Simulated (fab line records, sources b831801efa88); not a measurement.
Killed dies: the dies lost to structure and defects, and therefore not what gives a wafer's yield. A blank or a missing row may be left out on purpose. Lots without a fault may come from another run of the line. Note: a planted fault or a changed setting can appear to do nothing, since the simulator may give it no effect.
fab line records    flow sky130    part 2 of 2: steps 43 to 43 of 43
record lots=7  wafers=19  last_day=50
route steps=708 shown LDD_HVP@281 LDD_LDN@289 SPACER@304 POLY_CUT@307 SD_P@320 PAD_OPEN@708
lots that met no fault: from a run of the same line without faults
start_h: start of the lot's first displayed wafer, in hours after the record's first day    wait_h: hours since the lot's step before    " identical to the entry in the row above    L1.1+2: a row that stands for several wafers    - no value, or no start was given    * or withheld: withheld    < > ~ a bound
route shown NAME@n: a module of which the file shows steps, and the number in the route of the first    usual: mean/standard deviation of fault-free wafers    same: alike in all rows    chamber/n: place in a boat    sites: the reading at each site    _std_site: how widely they spread, as a standard deviation    _edge_site: mean of outer sites minus mean of inner sites    radius_mm: for every site, how far away it sits from the centre of the wafer    mask NAME#n: copy n    behind: the tool/chamber that last shaped the wafer    hold: why the lot was held/for how many hours/how that ended    device: names the non-switching transistor (n, p or np)    end of line: at the end of the route, the tests of the same wafers    a step with no rows: only its recipe    killed: at the first sort, the dies lost to defects and structure; wafer yield is something else    map: shows each die of a wafer: x if killed, . if not, _ if none is there
set.NAME: the setting as run; set.NAME@STEP: as run at that earlier step    model.NAME: the simulator's own value behind a step, which no gauge read
lots at some steps of the route; a table a step, a row a wafer
services: a tool's chamber out of use, with start hour (start_h, from the record's first day; less than 0 if before it), hours out, and reason
## steps
# step SKY_PAD_OPEN_PROBE_99
# usual killed_at_M0_to_M3=42/7.7  killed_at_M4_up=3.1/1.9  killed_at_contacts=24/4.9  killed_at_front_end=15/4.6  killed_at_other=0.3/0.51  killed_dies=85/9.9  killed_on_rim=17/4.1  killed_open=47/7.1  killed_short=38/6.7
# same gross_dies=492  killed_at_back_side=0
lot.wafer  tool       chamber  start_h  wait_h  killed_at_M0_to_M3  killed_at_M4_up  killed_at_contacts  killed_at_front_end  killed_at_other  killed_dies  killed_on_rim  killed_open  killed_short
L297.1     prober-01  -        1117.23  0.1     39                  4                30                  8                    0                81           12             45           36
L297.5     prober-01  -        1117.43  0.2     31                  2                30                  14                   0                77           20             45           32
L297.6     prober-01  -        1117.48  0.2     34                  8                24                  9                    1                76           17             50           26
L298.3     prober-02  -        1121.93  0.2     54                  3                24                  17                   0                98           13             48           50
L298.5     prober-02  -        1122.03  0.2     46                  1                17                  418                  0                482          90             46           35
L298.6     prober-02  -        1122.08  0.2     38                  5                25                  410                  0                478          87             48           32
L299.2     prober-01  -        1126.43  0.1     45                  2                17                  17                   0                81           19             42           39
L299.5     prober-01  -        1126.58  0.2     42                  2                27                  411                  1                483          91             45           35
L300.5     prober-02  -        1130.35  0.2     47                  3                21                  411                  1                483          90             55           40
L300.6     prober-02  -        1130.40  0.2     41                  3                26                  409                  1                480          90             48           42
L310.1     prober-02  -        1183.18  0.1     36                  3                21                  12                   0                72           14             39           33
L310.4     prober-02  -        1183.33  0.2     39                  5                24                  17                   0                85           17             45           40
L310.6     prober-02  -        1183.43  0.2     46                  0                20                  9                    1                76           15             44           32
L311.2     prober-01  -        1185.86  0.1     29                  5                23                  9                    1                67           14             40           27
L311.4     prober-01  -        1185.96  0.2     30                  2                25                  14                   0                71           15             32           39
L311.5     prober-01  -        1186.01  0.2     37                  3                22                  21                   0                83           24             42           38
L313.1     prober-01  -        1197.47  0.1     51                  7                22                  9                    1                90           17             44           45
L313.2     prober-01  -        1197.52  0.1     47                  6                27                  19                   1                100          25             46           54
L313.4     prober-01  -        1197.62  0.2     40                  5                26                  13                   0                84           13             43           41
# killed by level:class
L297.1 LI_CONTACT:geometric_particle:open=11 VIA1:geometric_particle:open=10 VIA3:geometric_particle:open=9 VIA1:geometric_particle:short=7 CONTACT:geometric_particle:open=7 LI_CONTACT:geometric_particle:short=5 LOCAL_INTERCONNECT:geometric_particle:short=4 METAL1:geometric_particle:short=3
L297.5 LI_CONTACT:geometric_particle:open=15 CONTACT:geometric_particle:open=7 VIA1:geometric_particle:open=6 VIA1:geometric_particle:short=5 FIELD_ISO:geometric_particle:open=4 FIELD_ISO:geometric_particle:short=4 CONTACT:geometric_particle:short=4 METAL2:geometric_particle:short=4
L297.6 VIA1:geometric_particle:open=11 CONTACT:geometric_particle:open=10 LI_CONTACT:geometric_particle:open=9 VIA3:geometric_particle:open=6 VIA2:geometric_particle:open=6 METAL4:geometric_particle:short=4 METAL1:geometric_particle:short=4 FIELD_ISO:geometric_particle:short=3
L298.3 VIA1:geometric_particle:open=18 CONTACT:geometric_particle:open=10 VIA1:geometric_particle:short=9 POLY_GATE:geometric_particle:short=5 LOCAL_INTERCONNECT:geometric_particle:short=5 METAL2:geometric_particle:short=5 FIELD_ISO:geometric_particle:short=4 METAL1:geometric_particle:open=4
L298.5 LDD_LDN:area_expose=400 VIA1:geometric_particle:open=15 CONTACT:geometric_particle:open=8 VIA3:geometric_particle:open=7 METAL2:geometric_particle:short=6 LI_CONTACT:geometric_particle:open=5 VIA2:geometric_particle:open=5 FIELD_ISO:geometric_particle:short=4
L298.6 LDD_LDN:area_expose=398 CONTACT:geometric_particle:open=14 VIA2:geometric_particle:open=7 VIA3:geometric_particle:open=7 METAL1:geometric_particle:short=5 FIELD_ISO:geometric_particle:open=4 METAL4:geometric_particle:short=4 LI_CONTACT:geometric_particle:open=4
L299.2 VIA1:geometric_particle:open=11 VIA2:geometric_particle:open=9 SPACER:geometric_particle:open=5 CONTACT:geometric_particle:open=5 METAL1:geometric_particle:short=5 VIA3:geometric_particle:short=5 VIA3:geometric_particle:open=5 LI_CONTACT:geometric_particle:short=4
L299.5 LDD_LDN:area_expose=403 VIA1:geometric_particle:open=13 LI_CONTACT:geometric_particle:open=10 CONTACT:geometric_particle:open=7 VIA3:geometric_particle:open=7 LI_CONTACT:geometric_particle:short=6 METAL1:geometric_particle:short=5 VIA2:geometric_particle:open=4
L300.5 LDD_LDN:area_expose=387 VIA2:geometric_particle:open=10 VIA3:geometric_particle:open=10 FIELD_ISO:geometric_particle:open=7 LI_CONTACT:geometric_particle:open=7 METAL1:geometric_particle:short=7 POLY_GATE:geometric_particle:open=6 VIA2:geometric_particle:short=6
L300.6 LDD_LDN:area_expose=390 LI_CONTACT:geometric_particle:open=10 VIA2:geometric_particle:open=10 VIA1:geometric_particle:open=6 CONTACT:geometric_particle:short=6 VIA1:geometric_particle:short=6 POLY_GATE:geometric_particle:short=5 CONTACT:geometric_particle:open=5
L310.1 LI_CONTACT:geometric_particle:open=7 VIA1:geometric_particle:open=7 CONTACT:geometric_particle:open=6 FIELD_ISO:geometric_particle:open=5 VIA3:geometric_particle:open=5 VIA3:geometric_particle:short=5 CONTACT:geometric_particle:short=4 METAL2:geometric_particle:short=4
L310.4 LI_CONTACT:geometric_particle:open=10 VIA1:geometric_particle:open=8 CONTACT:geometric_particle:short=6 VIA3:geometric_particle:open=6 FIELD_ISO:geometric_particle:open=5 VIA2:geometric_particle:open=5 FIELD_ISO:geometric_particle:short=4 POLY_GATE:geometric_particle:short=4
L310.6 VIA3:geometric_particle:open=11 VIA1:geometric_particle:open=11 CONTACT:geometric_particle:open=9 METAL1:geometric_particle:short=5 VIA1:geometric_particle:short=5 VIA2:geometric_particle:open=5 FIELD_ISO:geometric_particle:short=4 LI_CONTACT:geometric_particle:open=4
L311.2 CONTACT:geometric_particle:open=11 VIA2:geometric_particle:open=6 VIA3:geometric_particle:open=6 LI_CONTACT:geometric_particle:open=5 VIA1:geometric_particle:open=5 POLY_GATE:geometric_particle:open=4 LOCAL_INTERCONNECT:geometric_particle:short=3 METAL1:geometric_particle:short=3
L311.4 CONTACT:geometric_particle:short=10 VIA1:geometric_particle:open=8 CONTACT:geometric_particle:open=6 VIA1:geometric_particle:short=5 LI_CONTACT:geometric_particle:short=4 METAL2:geometric_particle:short=4 VIA2:geometric_particle:open=4 POLY_GATE:geometric_particle:short=3
L311.5 CONTACT:geometric_particle:open=8 METAL2:geometric_particle:short=7 LI_CONTACT:geometric_particle:open=6 VIA1:geometric_particle:open=6 METAL1:geometric_particle:short=5 FIELD_ISO:geometric_particle:open=4 VIA2:geometric_particle:open=4 LOCAL_INTERCONNECT:geometric_particle:short=4
L313.1 VIA1:geometric_particle:open=10 METAL2:geometric_particle:short=8 VIA3:geometric_particle:open=8 CONTACT:geometric_particle:open=6 LI_CONTACT:geometric_particle:short=5 LI_CONTACT:geometric_particle:open=5 METAL1:geometric_particle:short=5 VIA2:geometric_particle:open=5
L313.2 VIA1:geometric_particle:open=10 LI_CONTACT:geometric_particle:open=9 METAL2:geometric_particle:short=8 VIA2:geometric_particle:open=7 LOCAL_INTERCONNECT:geometric_particle:short=6 VIA3:geometric_particle:short=6 METAL1:geometric_particle:short=5 METAL4:geometric_particle:short=5
L313.4 CONTACT:geometric_particle:open=9 VIA1:geometric_particle:open=8 LI_CONTACT:geometric_particle:open=7 CONTACT:geometric_particle:short=5 METAL1:geometric_particle:short=5 VIA3:geometric_particle:open=5 VIA2:geometric_particle:open=5 VIA1:geometric_particle:short=4
# map L298.5 (x killed, . not)
__________xxxx...xxx_________
________xxxxxx.xxxx.xx_______
______xxx.xxxxxxxxxxxxxx_____
_____.xxxxxxxxxxxxxxxxxx.____
____xxxxxxxxxxxxxxxxxxxxxx___
___xxxxxxxxxxxxxxxxxxxxxxxx__
__xxxxxxxxxxxxxxxxxxxxxxxxxx_
_xxxxxxxxxxxxxxxxxx.xxxxxx.xx
_xxxxxxxxxxxxxxxxxxxxxxxxxxxx
_xxxxxxxxxxxxxxxxxxxxxxxxxxxx
_xxxxxxxxxxxxxxxxxxxxxxxxxxxx
_xxxxxxxxxxxxxxxxxxxxxxxxxxxx
_xxxxxxxxxxxxxxxxxxxxxxxxxxxx
_xxxxxxxxxxxxxxxxxxxxxxxxxxxx
_xxxxxxxxxxxxxxxxxxxxxxxxxxxx
__xxxxxxxxxxxxxxxxxxxxxxxxxx_
___xxxxxxxxxxxxxxxxxxxxxxxx__
____xxxxxxxxxxxxxxxxxxxxxx___
_____xxxxxxxxxxxxxxxxxxxx____
______xxxxxxxxxxxxxxxxxx_____
________xxxxxxxxxxxxxx_______
__________xxxxxxxxxx_________
# map L299.5 (x killed, . not)
__________x.x.xxxxx._________
________x.xxxxxxxxxxxx_______
______x.xx.xxxxxxx.xxxxx_____
_____xxxxxxxxxxxxxxxxxxxx____
____xxxxxxxxxxxxxxxxxxxxxx___
___xxxxxxxxxxxxxxxxx.xxxxxx__
__xxxxxxxxxxxxxx.xxxxxxxxxxx_
_xxxxxxxxxxxxxxxxxxxxxxxxxxxx
_xxxxxxxxxxxxxxxxxxxxxxxxxxxx
_xxxxxxxxxxxxxxxxxxxxxxxxxxxx
_xxxxxxxxxxxxxxxxxxxxxxxxxxxx
_xxxxxxxxxxxxxxxxxxxxxxxxxxxx
_xxxxxxxxxxxxxxxxxxxxxxxxxxxx
_xxxxxxxxxxxxxxxxxxxxxxxxxxxx
_xxxxxxxxxxxxxxxxxxxxxxxxxxxx
__xxxxxxxxxxxxxxxxxxxxxxxxxx_
___xxxxxxxxxxxxxxxxxxxxxxxx__
____xxxxxxxxxxxxxxxxxxxxxx___
_____xxxxxxxxxxxxxxxxxxxx____
______xxxxxxxxxxxxxxxxxx_____
________xxxxxxxxxxxxxx_______
__________xxxxxxxxxx_________
## services
tool              chamber  start_h  hours  kind
plasma_asher-03   -        533.04   2.8    pm
rie_diel-04       3        536.18   5.7    repair
iline_stepper-01  -        536.77   8.1    repair
iline_stepper-02  -        539.75   0.7    repair
rie_diel-03       1        545.68   5.7    repair
iline_stepper-02  -        552.63   0.5    repair
plasma_asher-04   -        568.68   2.8    pm
rie_diel-04       -        574.66   0.3    repair
rie_diel-03       0        576.25   -      clean
rie_diel-03       0        576.25   26.3   scheduled_down
plasma_asher-03   -        602.21   28.1   pm
rie_diel-02       2        610.58   3.0    repair
plasma_asher-04   -        642.87   14.6   pm
rie_diel-02       -        647.21   0.9    repair
rie_diel-03       3        659.79   13.7   repair
iline_stepper-01  -        675.77   1.7    pm
iline_stepper-02  -        684.03   1.7    pm
rie_diel-04       -        687.82   0.4    repair
rie_diel-03       2        702.94   15.2   repair
rie_diel-04       1        724.53   7.1    repair
rie_diel-02       0        725.53   1.5    repair
rie_diel-02       2        733.54   1.7    repair
plasma_asher-04   -        733.75   9.0    pm
rie_diel-04       -        741.37   1.6    repair
## key
first_sign step=SKY_PAD_OPEN_PROBE_99  reading=killed_at_front_end  direction=up  sigmas=85  usual=15  struck=412
effect step=SKY_PAD_OPEN_PROBE_99  reading=killed_dies  direction=up  sigmas=40  usual=85  struck=481
more_kills_born_at SKY_LDD_LDN_EXPOSE_04@iline_stepper-02=1978
met_at SKY_LDD_LDN_EXPOSE_04
struck_wafers L298.5,L298.6,L299.5,L300.5,L300.6
tester_left_out L298,L299,L300
onset_between 568.43 576.84
fault kind=process_parameter_drift  tool=iline_stepper-02  chamber=-  onset_h=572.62  steps=SKY_LDD_LDN_EXPOSE_04  channel=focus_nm  offset=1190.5  shape=step  end_h=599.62  scope=struck_wafers_only
# tester_left_out: of these lots the tester's yield and bins aren't shown, on N5 and GAA mostly nor the transistor test; their killed dies are dies lost to structure and defects alone, not to doping, threshold or leakage, so they don't give the yield
